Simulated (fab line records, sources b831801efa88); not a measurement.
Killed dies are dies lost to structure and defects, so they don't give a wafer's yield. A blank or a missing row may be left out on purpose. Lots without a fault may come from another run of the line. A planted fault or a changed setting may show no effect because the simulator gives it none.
Chamber matching | flow sky130 | SKY_POLY_CUT_ETCH_10 on rie_diel-01: 4 sister chambers
The step etches BARC in N2/H2, stops on SiO2, time 45.9 s, target depth 60 nm. 4 wafers are shown with their chamber, then 8 later ones without.

WAFERS WITH THEIR CHAMBER
wafer  | chamber | drypump_motor_current_A (A)
L082.3 | 2       | 6.2
L083.6 | 3       | 5.0
L089.6 | 0       | 5.4
L090.1 | 1       | 5.3

WAFERS WITHOUT THEIR CHAMBER
wafer  | drypump_motor_current_A (A)
L090.5 | 4.9
L090.6 | 6.2
L093.1 | 5.5
L093.5 | 4.9
L093.6 | 5.4
L094.3 | 5.4
L094.5 | 5.4
L094.6 | 5.3

WHICH CHAMBER EACH WENT THROUGH
wafer  | from the rows above     | in truth
L090.5 | 3                       | 3
L090.6 | 2                       | 2
L093.1 | can't be placed: 0 or 1 | 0
L093.5 | 3                       | 3
L093.6 | can't be placed: 0 or 1 | 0
L094.3 | can't be placed: 0 or 1 | 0
L094.5 | can't be placed: 0 or 1 | 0
L094.6 | can't be placed: 1 or 0 | 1
Placed correctly: 3 of 8. Can't be placed from these rows: 5 (the true chamber is among the candidates in 5). Placed wrongly: 0.
How it was worked out, from the rows above alone: a wafer's distance from a chamber is the root of the sum, over the readings, of the square of ((its reading less the chamber's mean) divided by the reading's scatter). The wafer belongs to the nearest chamber; if the next one is less than 2 further off, it can't be placed. A chamber's mean is the mean of its shown wafers. The scatter: with one shown wafer a chamber, the root of the mean of the squares of how far each hidden wafer lies from its nearest shown one.
